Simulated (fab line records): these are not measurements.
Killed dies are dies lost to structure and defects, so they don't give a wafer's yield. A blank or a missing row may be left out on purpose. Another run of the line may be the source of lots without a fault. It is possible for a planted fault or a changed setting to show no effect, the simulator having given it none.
The tool behind it: which one? -- flow gf180mcu -- 7 lots, 21 wafers sampled, at 1 step of a route of 602

WHAT THE GAUGES READ, wafer by wafer
GF_MIM_THK_MEAS_11: measures by xrf.
lot,measured,on,MIM_ALCU_THK (nm)
L745,day 25 05:40,film metro-04,203.7 206.0 205.8
L748,day 26 07:30,film metro-02,207.1 203.1 205.1
L752,day 28 10:01,film metro-02,204.6 207.5 205.6
L754,day 28 17:17,film metro-01,202.7 201.2 203.4
L761,day 30 04:58,film metro-02,205.3 204.7 205.5
L764,day 31 01:37,film metro-01,205.8 206.5 202.4
L766,day 31 11:54,film metro-01,204.9 205.1 202.8

TOOL THAT RAN EACH LOT (tool first, then ch and the chambers of the sampled wafers, then the start)
The record holds no process step before these readings.

THE ANSWER, worked out from the rows above alone
Rule: what is usual is taken from the lots themselves. Put in order of their means at a reading, lots are off if they are a third of the lots or fewer, leave a main group of 4 or more, and stand apart from it by a gap of 3 or more times the standard deviation of the main group's means; of several such gaps the widest counts. Not used: any main group whose means are identical at the precision the tables above print for the reading. Also off: a lot with no number at a reading for which 4 or more lots have one. The other lots that the step has rows for count as sound.
Off: L754, seen at GF_MIM_THK_MEAS_11 (MIM_ALCU_THK). Mean 205.1 nm and standard deviation 0.48 in the main group.
A tool fits if, at a process step before that reading, it ran every lot that is off, and no sound lot after the first of them. Gauges at GF_MIM_THK_MEAS_11: tried the same way as those tools. None of those tried fits.

WHAT WAS PUT IN BY THE SIMULATOR
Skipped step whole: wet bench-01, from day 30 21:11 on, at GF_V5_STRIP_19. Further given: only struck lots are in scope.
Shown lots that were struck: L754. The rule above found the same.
